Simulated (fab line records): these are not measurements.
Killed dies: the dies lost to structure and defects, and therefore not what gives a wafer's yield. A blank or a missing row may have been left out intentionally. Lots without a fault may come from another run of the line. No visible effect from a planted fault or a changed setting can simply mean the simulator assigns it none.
Comparing a struck lot with a sound one | flow sky130 | 17 steps out of a route of 708
Sound: wafers L710.1, L710.3, L710.4. The struck wafers were L711.3, L711.5, L711.6. At the end, the cause is stated.
Per side, at each step with rows, come the tool, then ch with its chambers, and then its first start. Under that, the readings that differ: sound wafers | struck wafers | difference of the means | sigmas: that difference in standard deviations of wafers without a fault.
alike: readings whose means differ by less than 2 such deviations, and words and numbers that are the same on both sides. not compared: withheld readings, readings that some wafer has no value for, bounds like >300 that may hide the same value, and numbers for which the record gives no deviation and whose values overlap.
Wherever a step has rows on one side only, a row that says differs or no value, or a row with sigmas, the two part there. Non-overlapping numbers with no deviation appear without sigmas and do not part them. A reading missing from all wafers of one side parts the sides only when that side holds two or more wafers.

first, 5 steps without rows for these wafers: SKY_LDD_N_COAT_02 (resist thk 300 nm); SKY_LDD_N_SOFTBAKE_03 (time 60 s); SKY_LDD_N_EXPOSE_04 (exposes mask NTM, target cd 840 nm); SKY_LDD_N_PEB_05; SKY_LDD_N_DEVELOP_06 (develop time 60 s).
SKY_LDD_N_OVL_MEAS_07:
  sound on overlay-01 at day 18 22:00; struck on overlay-01 at day 19 21:59
  alike: LDD_N_OVL
then, 6 steps without rows for these wafers: SKY_LDD_N_IMPLANT_08; SKY_LDD_N_IMPLANT_09; SKY_LDD_N_IMPLANT_10; SKY_LDD_N_IMPLANT_11; SKY_LDD_N_IMPLANT_12; SKY_LDD_N_IMPLANT_13.
SKY_LDD_N_IMPLANT_14:
  sound on implanter-01 ch 0, day 18 22:56; struck on implanter-01 ch 0, day 19 22:57
  reading            | sound                 | struck                           | difference  | sigmas
  dose-ions-cm2      | 5e+12 4.995e+12 5e+12 | 4.5255e+13 4.5248e+13 4.5254e+13 | +4.0254e+13 | +99 or more
  faraday-current-uA | 29.1 27.6 27.1        | 255.4 254.3 258.4                | +228.1      | +99 or more
  alike: end-station-pressure-torr, rotation-deg
then, 1 step without rows for these wafers: SKY_LDD_N_IMPLANT_15.
SKY_LDD_N_STRIP_16: strips in O2/N2.
  sound on plasma-asher-02 ch 0,1, day 18 23:14; struck on plasma-asher-02 ch 0,1, day 19 23:14
  reading                      | sound             | struck            | difference | sigmas
  strip-time-to-endpoint-s (s) | 4.323 4.328 4.345 | 4.411 4.427 4.424 | +0.089     | +6
  alike: drypump-motor-current-A, oes-product-au
  not compared: rf-hours-counter-h
SKY_LDD_N_TW_MEAS_17:
  sound on film-metro-02 at day 18 23:20; struck on film-metro-04 at day 19 23:19
  reading  | sound          | struck         | difference | sigmas
  LDD_N_TW | 2560 2559 2558 | 2641 2643 2642 | +83        | +3
-- record jumps: 27 days separate the struck wafers' starts on either side; left off in module LDD_N, taken up again in module PAD_OPEN, whose first shown step is the route's number 708 --
SKY_PAD_OPEN_PROBE_99:
  sound on prober-02 at day 46 22:46; struck on prober-02 at day 47 07:00
  reading                                   | sound       | struck      | difference | sigmas
  model.etest.nfet_01v8.r-on-ohm-um         | 859.6 851.6 | 1150 1139   | +289       |
  model.etest.nfet_01v8_lvt.drive-ua-um     | 538.7 550.2 | 304.4 300.5 | -242.0     |
  model.etest.nfet_01v8.drive-ua-um         | 476.6 481.6 | 272.3 274.3 | -205.8     |
  model.etest.nfet_01v8_swapped.drive-ua-um | 473.3 477   | 274.1 272   | -202.1     |
  model.etest.sram-nfet-pass.drive-ua-um    | 461.7 469.4 | 271.8 281.4 | -188.9     |
  model.etest.nfet_01v8_turned.drive-ua-um  | 474.1 478.2 | 379.1 378.8 | -97.2      |
  model.etest.tip-n.rs-ohm-sq               | 446.1 449   | 523.3 520   | +74.1      |
  model.etest.res-ndiff.line-ohm-um         | 773.8 781.7 | 796.1 813.6 | +27.1      |

## WHERE THEY PART
Earliest at SKY_LDD_N_IMPLANT_14; latest, in this record, at SKY_LDD_N_TW_MEAS_17.

WHY: whatever the simulator had introduced
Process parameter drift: implanter-01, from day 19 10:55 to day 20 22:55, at SKY_LDD_N_IMPLANT_14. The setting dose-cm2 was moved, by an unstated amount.
